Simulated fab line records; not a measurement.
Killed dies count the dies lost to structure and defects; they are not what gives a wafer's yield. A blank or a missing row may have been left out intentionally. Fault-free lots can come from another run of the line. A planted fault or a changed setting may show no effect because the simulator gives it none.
A lot that was struck, set against a sound lot | flow sky130 | 14 steps out of a route of 708
Sound: these wafers, L382.1, L382.3, L382.5. Wafers struck: L403.2, L403.5, L403.6. The cause is given at the end.
Each step with rows lists, per side, the tool, then ch with its chambers, then its first start. Under that, the readings that differ: sound wafers | struck wafers | difference of the means | sigmas: that difference in standard deviations of wafers without a fault.
alike: same words and numbers on both sides, and readings whose means sit less than 2 such deviations apart. not compared: any withheld reading, any reading some wafer has no value for, any bound like >300 that may hide the same value, and any number with overlapping values for which the record gives no deviation.
A row with sigmas, a row that says differs or no value, or rows on one side alone: a step with any of these is where the two part. Numbers that don't overlap but have no deviation are shown without sigmas and don't part them. A reading that every wafer of one side lacks parts them only if that side has two wafers or more.

first, 8 steps without rows for these wafers: SKY_VIA1_DEHYDRATE_04 (time 60 s); SKY_VIA1_HMDS_05 (prime time 60 s); SKY_VIA1_COAT_06 (resist thk 60 nm); SKY_VIA1_COAT_07 (resist thk 450 nm); SKY_VIA1_SOFTBAKE_08 (time 90 s); SKY_VIA1_EXPOSE_09 (exposes mask VIM, target cd 150 nm); SKY_VIA1_PEB_10; SKY_VIA1_DEVELOP_11 (develop time 60 s).
SKY_VIA1_CD_MEAS_12 targets a cd of 150 nm.
  struck on cd_sem-01, day 41 02:59; sound on cd_sem-01, day 33 05:06
  alike: cd_nm
SKY_VIA1_OVL_MEAS_13:
  struck on overlay-01, day 41 03:06; sound on overlay-01, day 33 05:13
  reading       | sound    | struck  | difference | sigmas
  VIA1_OVL (nm) | 13 12 12 | 2 -10 2 | -14        | -3
SKY_VIA1_ETCH_14: etches BARC in N2/H2, stops on SiO2, time 45.9 s, target depth 60 nm.
  sound on rie_diel-01 ch 0,2, day 33 05:16; struck on rie_diel-01 ch 2,3, day 41 03:08
  alike: drypump_motor_current_A, oes_product_au, rf_fwd_power_W, throttle_valve_pct
  not compared: rf_hours_counter_h
SKY_VIA1_ETCH_15: etches SiO2 in C4F8/O2/Ar, stops on TiN, target depth 351 nm, time 54 s.
  sound on rie_diel-01 ch 0,2, day 33 05:18; struck on rie_diel-01 ch 2,3, day 41 03:10
  alike: oes_product_au, rf_fwd_power_W
  not compared: rf_hours_counter_h
SKY_VIA1_STRIP_16: strips in O2/N2.
  sound on plasma_asher-03 ch 0,1, day 33 05:21; struck on plasma_asher-02 ch 0,1, day 41 03:13
  no value came back on the struck wafers for chamber_pressure_mTorr (mTorr), drypump_motor_current_A (A), oes_product_au (a.u.), strip_time_to_endpoint_s (s); on the sound wafers chamber_pressure_mTorr (mTorr) reads 1499.3 1498.9 1500.9
  reading                                     | sound | struck            | difference | sigmas
  model.KrF-thick_of_VIA1_COAT_07.thk_nm (nm) | 0 0 0 | 323.7 323.6 322.8 | +323.4     |
  not compared: rf_hours_counter_h
then, 1 step without rows for these wafers: SKY_VIA1_STRIP_17 (strips in post etch residue remover, time 1200 s).

== WHERE THEY PART ==
First at SKY_VIA1_OVL_MEAS_13; last, within this record, at SKY_VIA1_STRIP_16.

WHY: what the simulator had put in
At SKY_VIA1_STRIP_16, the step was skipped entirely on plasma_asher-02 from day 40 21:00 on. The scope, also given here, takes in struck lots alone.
